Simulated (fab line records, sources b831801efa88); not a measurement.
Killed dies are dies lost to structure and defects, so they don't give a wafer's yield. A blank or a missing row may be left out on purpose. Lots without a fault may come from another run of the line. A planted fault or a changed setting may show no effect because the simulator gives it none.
Which tool did it? | flow gf180mcu | 11 lots, 33 wafers sampled, at 4 steps of a route of 602

WHAT THE GAUGES READ, wafer by wafer
GF_V4_CD_MEAS_14: target cd 260 nm. Usual: cd_nm 260.1 nm, standard deviation 1.2.
lot  | measured     | on        | cd_nm (nm)        | flag
L759 | day 24 03:19 | cd_sem-01 | 258.8 257.9 258.9 |
L760 | day 24 06:36 | cd_sem-01 | 259.7 260.0 259.6 |
L761 | day 24 16:32 | cd_sem-02 | 259.8 260.1 259.5 |
L764 | day 26 03:41 | cd_sem-01 | 259.6 259.0 260.4 |
L765 | day 26 14:52 | cd_sem-02 | 259.0 259.3 257.9 |
L774 | day 29 16:53 | cd_sem-01 | 271.8 273.1 272.3 | OFF
L776 | day 29 23:51 | cd_sem-02 | 272.3 273.3 274.2 | OFF
L779 | day 30 13:07 | cd_sem-01 | 260.3 261.2 260.8 |
L780 | day 30 17:48 | cd_sem-01 | 260.4 260.1 259.5 |
L781 | day 30 23:13 | cd_sem-02 | 260.1 260.7 260.0 |
L782 | day 31 08:11 | cd_sem-01 | 260.1 261.1 260.3 |

GF_V4_OVL_MEAS_15. Usual: V4_OVL -2 nm, standard deviation 7.7.
lot  | measured     | on         | V4_OVL (nm) | flag
L759 | day 24 03:26 | overlay-02 | -2 -4 14    |
L760 | day 24 06:42 | overlay-02 | -14 -13 -4  |
L761 | day 24 16:38 | overlay-01 | 3 11 11     |
L764 | day 26 03:47 | overlay-01 | 0 -7 2      |
L765 | day 26 14:59 | overlay-02 | -1 -2 4     |
L774 | day 29 16:59 | overlay-02 | -9 -13 -9   |
L776 | day 29 23:57 | overlay-02 | 4 -3 -1     |
L779 | day 30 13:14 | overlay-01 | -6 4 -3     |
L780 | day 30 17:53 | overlay-02 | -15 -18 -13 |
L781 | day 30 23:18 | overlay-01 | -4 2 -9     |
L782 | day 31 08:17 | overlay-02 | -8 -6 -13   |

WHICH TOOL RAN EACH LOT (tool, then ch and the chambers of the sampled wafers, then the start)
lot  | GF_M4_SPUTTER_04             | GF_V4_COAT_09
L759 | pvd_sputter-01, day 22 03:46 | litho_track-02 ch 0, day 23 14:00
L760 | pvd_sputter-01, day 22 07:14 | litho_track-01 ch 0, day 23 18:00
L761 | pvd_sputter-01, day 22 17:21 | litho_track-01 ch 0, day 24 05:00
L764 | pvd_sputter-02, day 24 06:10 | litho_track-01 ch 0, day 25 16:00
L765 | pvd_sputter-02, day 24 18:32 | litho_track-02 ch 0, day 26 04:00
L774 | pvd_sputter-02, day 28 01:23 | litho_track-01 ch 0, day 29 07:00
L776 | pvd_sputter-04, day 28 08:40 | litho_track-01 ch 0, day 29 14:00
L779 | pvd_sputter-01, day 28 22:47 | litho_track-02 ch 0, day 30 03:00
L780 | pvd_sputter-01, day 29 03:20 | litho_track-02 ch 0, day 30 08:00
L781 | pvd_sputter-01, day 29 09:07 | litho_track-02 ch 0, day 30 14:00
L782 | pvd_sputter-01, day 29 18:34 | litho_track-03 ch 0, day 30 22:00
- GF_M4_SPUTTER_04: material TiN, target thk 50 nm, time 41.7 s.
- GF_V4_COAT_09: resist thk 1000 nm.

WHAT THE TOOLS THEMSELVES READ (means of the sampled wafers that have a number; where no wafer has one, the mark that the record gives instead)
GF_M4_SPUTTER_04. Usual: throttle_valve_pct 29.9 %, standard deviation 0.76.
lot  | tool           | throttle_valve_pct (%) | flag
L759 | pvd_sputter-01 | 30.2                   |
L760 | pvd_sputter-01 | 30.5                   |
L761 | pvd_sputter-01 | 28.8                   |
L764 | pvd_sputter-02 | 30.3                   |
L765 | pvd_sputter-02 | 30.8                   |
L774 | pvd_sputter-02 | 30.9                   |
L776 | pvd_sputter-04 | 30.0                   |
L779 | pvd_sputter-01 | 29.2                   |
L780 | pvd_sputter-01 | 30.1                   |
L781 | pvd_sputter-01 | 29.6                   |
L782 | pvd_sputter-01 | 29.3                   |

GF_V4_COAT_09. Usual: resist_line_temp_C 22.99 C, standard deviation 0.12.
lot  | tool           | resist_line_temp_C (C) | flag
L759 | litho_track-02 | 23.04                  |
L760 | litho_track-01 | 23.02                  |
L761 | litho_track-01 | 22.86                  |
L764 | litho_track-01 | 22.94                  |
L765 | litho_track-02 | 22.99                  |
L774 | litho_track-01 | 22.96                  |
L776 | litho_track-01 | 22.96                  |
L779 | litho_track-02 | 23.07                  |
L780 | litho_track-02 | 22.80                  |
L781 | litho_track-02 | 22.98                  |
L782 | litho_track-03 | 23.09                  |

THE ANSWER, worked out from the rows above alone
Rule: a lot is off if the mean of its wafers that have a number lies more than 3 standard deviations from the usual mean. A lot without any number at a reading at which 4 lots or more have one is off too. The other lots that the step has rows for count as sound. The gauges are gone through in route order, then the tools' own readings, and for those a lot's mean is taken as printed above. The first step at which some lot is off is used, and at that step the reading that is off furthest; a lot without a number counts as furthest.
Off: L774, L776, at GF_V4_CD_MEAS_14 (cd_nm).
A tool fits if, at a process step before that reading, it ran every lot that is off, and no sound lot after the first of them. The gauges at GF_V4_CD_MEAS_14 are tried like those tools. One fits: litho_track-01 at GF_V4_COAT_09. Its last sound lot is L764 (day 25 16:00), its first lot that is off L774 (day 29 07:00): a fault that began between those two fits.

WHAT THE SIMULATOR HAD PUT IN
Process parameter drift: litho_track-01, from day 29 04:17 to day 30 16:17, at GF_V4_COAT_09. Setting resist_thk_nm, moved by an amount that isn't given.
Lots struck among those shown: L774, L776. The rule above found the same.
